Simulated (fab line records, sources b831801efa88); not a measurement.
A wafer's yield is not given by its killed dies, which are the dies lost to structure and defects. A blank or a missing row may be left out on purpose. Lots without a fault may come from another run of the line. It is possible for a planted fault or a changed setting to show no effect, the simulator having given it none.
A struck lot beside a sound one | flow sky130 | 16 out of 708 route steps
Sound: wafers L492.1, L492.2, L492.6. Struck: wafers L501.2, L501.3, L501.5. The cause comes at the end.
Each step with rows lists, per side, the tool, then ch with its chambers, then its first start. Under that, the readings that differ: sound wafers | struck wafers | difference of the means | sigmas: that difference in standard deviations of wafers without a fault.
alike: a reading whose means differ by less than 2 such deviations, as well as words and numbers matching on both sides. not compared: withheld readings; readings where some wafer has no value; bounds like >300 that might hide an equal value; numbers whose values overlap and for which the record gives no deviation.
The two part at a step that has a row with sigmas, a row that says differs or no value, or rows on one side only. Numbers that have no deviation but don't overlap get no sigmas and don't part them. A reading missing from all wafers of one side parts the sides only when that side holds two or more wafers.

SKY_CAPM_THK_MEAS_01:
  sound: film metro-02 at day 36 18:44; struck: film metro-04 at day 40 00:02
  alike: CAPM_CVD_00_THK
SKY_CAPM_SPUTTER_02: material TiN, target thk 200 nm, time 166.7 s.
  sound: pvd sputter-03 at day 36 18:47; struck: pvd sputter-03 at day 40 00:05
  alike: throttle valve pct
SKY_CAPM_RS_MEAS_03: measurement is done with a four-point probe.
  sound: film metro-01 at day 36 18:54; struck: film metro-01 at day 40 00:13
  alike: CAPM_TIN_RS
SKY_CAPM_THK_MEAS_04: measures by xrf.
  sound: film metro-01 at day 36 19:01; struck: film metro-01 at day 40 00:20
  alike: CAPM_TIN_THK
then, 7 steps without rows for these wafers: SKY_CAPM_DEHYDRATE_05 (time 60 s); SKY_CAPM_HMDS_06 (prime time 60 s); SKY_CAPM_COAT_07 (resist thk 1140 nm); SKY_CAPM_SOFTBAKE_08 (time 60 s); SKY_CAPM_EXPOSE_09 (exposes mask CAPM, target cd 1000 nm); SKY_CAPM_PEB_10; SKY_CAPM_DEVELOP_11 (develop time 60 s).
SKY_CAPM_OVL_MEAS_12:
  sound: overlay-01 at day 37 20:39; struck: overlay-02 at day 40 23:28
  reading       | sound          | struck      | difference | sigmas
  CAPM_OVL (nm) | -1.2 -1.5 -1.9 | 3.1 3.2 1.5 | +4.1       | +3
SKY_CAPM_METAL_ETCH_13: etches TiN in Cl2/BCl3, stops on SiO2, target depth 220 nm, time 62.9 s.
  sound on rie metal-03 ch 0,1, day 37 20:41; struck on rie metal-03 ch 0,1, day 40 23:29
  reading                                   | sound             | struck         | difference | sigmas
  rf fwd power W (W)                        | 894 891 895       | 751 748 756    | -142       | -42
  model.NOVOLAK_of_CAPM_COAT_07.thk nm (nm) | 990.7 986.5 989.9 | 1010 1012 1013 | +23        |
  alike: bias w, drypump motor current A, oes product au, throttle valve pct
  not compared: rf hours counter h
SKY_CAPM_STRIP_14: strips in O2/N2.
  sound on plasma asher-04 ch 0,1, day 37 20:46; struck on plasma asher-03 ch 0,1, day 40 23:34
  reading                      | sound             | struck            | difference | sigmas
  strip time to endpoint s (s) | 12.63 12.56 12.61 | 12.78 12.78 12.81 | +0.19      | +4
  alike: drypump motor current A, n2 flow sccm, oes product au
  not compared: rf hours counter h
then, 1 step without rows for these wafers: SKY_CAPM_STRIP_15 (strips in post etch residue remover, time 1200 s).
-- the record jumps here: 8 days lie between the struck wafers' starts before and after (it left off in module CAPM and takes up again in module PAD_OPEN, whose first step shown is number 708 of the route) --
SKY_PAD_OPEN_PROBE_99:
  sound: prober-01 at day 46 01:14; struck: prober-02 at day 48 15:35
  reading                              | sound               | struck               | difference | sigmas
  model.etest.cap mim.leak log10 a cm2 | -8.952 -8.852 -9.02 | -8.027 -6.029 -5.161 | +2.536     |
  alike: defect limited yield, killed_at_M0_to_M3, killed_at_M4_up, killed at contacts, killed at front end, killed at other, killed dies, killed open, killed short
  not compared: model.etest.tester.sort n pass, model.etest.tester.sort yield pct, model.etest.tester.sort_bin_5_pct, model.etest.via3 chain.rc ohm, model.etest.tester.sort_bin_8_pct, model.etest.tester.sort_bin_4_pct

== WHERE THEY PART ==
Earliest at SKY_CAPM_OVL_MEAS_12; latest, in this record, at SKY_CAPM_STRIP_14. Later steps at which nothing parts them and some readings are alike: SKY_PAD_OPEN_PROBE_99.

WHY: the cause the simulator had injected
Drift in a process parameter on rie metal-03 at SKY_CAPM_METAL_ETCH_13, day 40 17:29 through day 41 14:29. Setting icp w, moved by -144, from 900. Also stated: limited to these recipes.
